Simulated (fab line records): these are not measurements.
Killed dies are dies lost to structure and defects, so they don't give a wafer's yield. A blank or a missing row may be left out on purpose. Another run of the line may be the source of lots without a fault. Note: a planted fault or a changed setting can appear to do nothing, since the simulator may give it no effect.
Which of the tools did it? | flow gf180mcu | 13 lots, 39 wafers sampled, at 5 steps of a route of 602

## WHAT EACH GAUGE READ, for each wafer
GF_POLY_GATE_THK_MEAS_01.
lot  | measured     | on            | POLY_GATE_CVD_00_THK (nm)
L143 | day 8 12:32  | film_metro-02 | 197.0 197.8 198.7
L144 | day 8 21:37  | film_metro-02 | 202.0 202.0 200.8
L148 | day 9 22:36  | film_metro-02 | 201.7 201.7 200.5
L152 | day 11 06:50 | film_metro-03 | 202.9 202.1 201.7
L153 | day 11 10:16 | film_metro-01 | 204.9 204.1 202.3
L159 | day 13 01:44 | film_metro-01 | 199.9 199.9 199.1
L160 | day 13 11:22 | film_metro-03 | 202.7 202.1 202.6
L161 | day 14 04:07 | film_metro-02 | 199.2 198.8 200.9
L162 | day 14 04:08 | film_metro-01 | 201.7 201.9 201.8
L163 | day 14 09:53 | film_metro-03 | 201.9 199.4 199.1
L165 | day 14 22:24 | film_metro-02 | 200.6 199.9 201.1
L164 | day 14 23:58 | film_metro-03 | 198.0 198.3 199.5
L166 | day 15 08:20 | film_metro-02 | 203.3 203.1 203.5

GF_HV_LDD_THK_MEAS_55.
lot  | measured     | on            | HV_LDD_CVD_54_THK (nm)
L143 | day 12 11:50 | film_metro-04 | 9.85 9.72 9.71
L144 | day 12 22:55 | film_metro-01 | 10.18 10.18 10.10
L148 | day 14 03:02 | film_metro-01 | 10.13 10.06 10.26
L152 | day 15 17:10 | film_metro-03 | 10.04 10.08 10.08
L153 | day 15 21:31 | film_metro-03 | 9.84 9.86 9.83
L159 | day 17 21:13 | film_metro-01 | 10.08 10.02 10.11
L160 | day 18 05:11 | film_metro-04 | 10.02 9.88 10.01
L161 | day 18 23:55 | film_metro-01 | 10.03 10.07 10.06
L162 | day 19 02:26 | film_metro-01 | 10.02 10.10 10.00
L163 | day 19 09:09 | film_metro-01 | 9.81 9.92 10.06
L165 | day 19 23:12 | film_metro-04 | 10.07 9.96 10.15
L164 | day 20 01:59 | film_metro-03 | 10.03 10.10 10.09
L166 | day 20 09:06 | film_metro-03 | 10.02 10.07 10.10

GF_PSD_RS_MEAS_14: uses a four-point probe to measure.
lot  | measured     | on            | NSD_RS (ohm/sq)
L143 | day 14 06:04 | film_metro-04 | 46.04 46.06 46.12
L144 | day 14 18:19 | film_metro-02 | 46.20 46.32 46.33
L148 | day 16 00:19 | film_metro-04 | 46.19 46.15 46.15
L152 | day 17 17:14 | film_metro-04 | 46.73 46.00 46.75
L153 | day 17 21:10 | film_metro-03 | 46.14 46.07 46.86
L159 | day 19 23:04 | film_metro-03 | 46.25 46.24 46.05
L160 | day 20 07:36 | film_metro-04 | 46.10 46.05 46.00
L161 | day 21 02:47 | film_metro-04 | 46.10 46.14 46.14
L162 | day 21 04:59 | film_metro-04 | 46.18 46.13 46.15
L163 | day 21 10:55 | film_metro-03 | 46.10 46.20 45.95
L165 | day 22 01:43 | film_metro-02 | 46.24 46.14 46.25
L164 | day 22 03:11 | film_metro-04 | 46.18 46.15 46.11
L166 | day 22 11:08 | film_metro-04 | 46.04 46.07 46.06

## WHICH TOOL RAN EACH LOT (tool, then ch and the chambers of the sampled wafers, then the start)
lot  | GF_POLY_GATE_ETCH_12               | GF_NSD_IMPLANT_10
L143 | rie_diel-01 ch 1,2, day 9 05:26    | implanter-01 ch 0, day 13 09:23
L144 | rie_diel-04 ch 0,2,3, day 9 15:07  | implanter-01 ch 0, day 13 20:43
L148 | rie_diel-01 ch 0,1,2, day 10 16:25 | implanter-03 ch 0, day 15 01:56
L152 | rie_diel-02 ch 1,2,3, day 12 01:53 | implanter-01 ch 0, day 16 17:50
L153 | rie_diel-04 ch 0,1,2, day 12 05:29 | implanter-01 ch 0, day 16 20:50
L159 | rie_diel-01 ch 0,2,3, day 13 22:38 | implanter-04 ch 0, day 18 22:40
L160 | rie_diel-04 ch 1,2, day 14 07:38   | implanter-04 ch 0, day 19 06:52
L161 | rie_diel-02 ch 1,2,3, day 15 00:44 | implanter-03 ch 0, day 20 01:28
L162 | rie_diel-04 ch 0,3, day 15 00:58   | implanter-03 ch 0, day 20 04:07
L163 | rie_diel-04 ch 1,2, day 15 07:38   | implanter-04 ch 0, day 20 10:34
L165 | rie_diel-01 ch 0,1,3, day 15 20:14 | implanter-04 ch 0, day 21 01:10
L164 | rie_diel-01 ch 0,2, day 15 22:20   | implanter-01 ch 0, day 21 03:16
L166 | rie_diel-02 ch 0,1, day 16 06:05   | implanter-01 ch 0, day 21 10:53
- GF_POLY_GATE_ETCH_12: etches BARC in N2/H2.
- GF_NSD_IMPLANT_10

## AS READ BY THE TOOLS THEMSELVES (means over the sampled wafers that have a number; for cases with no such wafer, the mark the record gives instead)
GF_POLY_GATE_ETCH_12.
lot  | tool        | bias_w (W) | drypump_motor_current_A (A) | oes_product_au (a.u.) | throttle_valve_pct (%)
L143 | rie_diel-01 | 100.4      | 5.8                         | 0.733                 | 13.209
L144 | rie_diel-04 | 100.0      | 6.0                         | 0.738                 | 13.218
L148 | rie_diel-01 | 99.8       | 5.6                         | 0.735                 | 13.216
L152 | rie_diel-02 | 100.2      | 5.9                         | 0.731                 | 13.221
L153 | rie_diel-04 | 100.2      | 6.1                         | 0.735                 | 13.214
L159 | rie_diel-01 | 99.9       | 5.3                         | 0.732                 | 13.214
L160 | rie_diel-04 | 100.5      | 6.1                         | 0.733                 | 13.214
L161 | rie_diel-02 | 100.2      | 5.9                         | 0.736                 | 13.219
L162 | rie_diel-04 | 100.1      | 6.1                         | 0.733                 | 13.209
L163 | rie_diel-04 | 99.9       | 6.1                         | 0.739                 | 13.218
L165 | rie_diel-01 | 100.0      | 5.8                         | 0.737                 | 13.221
L164 | rie_diel-01 | 99.9       | 5.4                         | 0.732                 | 13.205
L166 | rie_diel-02 | 100.0      | 6.1                         | 0.735                 | 13.217

## THE ANSWER, worked out from the rows above alone
Rule: usual is defined by the lots themselves. Put in order of their means at a reading, lots are off if they are a third of the lots or fewer, leave a main group of 4 or more, and stand apart from it by a gap of 3 or more times the standard deviation of the main group's means; of several such gaps the widest counts. A main group whose means are all the same, to the digits that the tables above print for the reading, isn't used. A lot without any number at a reading at which 4 lots or more have one is off too. The other lots that the step has rows for count as sound. The gauges are gone through in route order, then the tools' own readings, and for those a lot's mean is taken as printed above. The first step at which some lot is off is used, and at that step the reading that is off furthest; a lot without a number counts as furthest.
None of the lots is off at any reading shown; this tells nothing.

## WHAT THE SIMULATOR HAD INSERTED
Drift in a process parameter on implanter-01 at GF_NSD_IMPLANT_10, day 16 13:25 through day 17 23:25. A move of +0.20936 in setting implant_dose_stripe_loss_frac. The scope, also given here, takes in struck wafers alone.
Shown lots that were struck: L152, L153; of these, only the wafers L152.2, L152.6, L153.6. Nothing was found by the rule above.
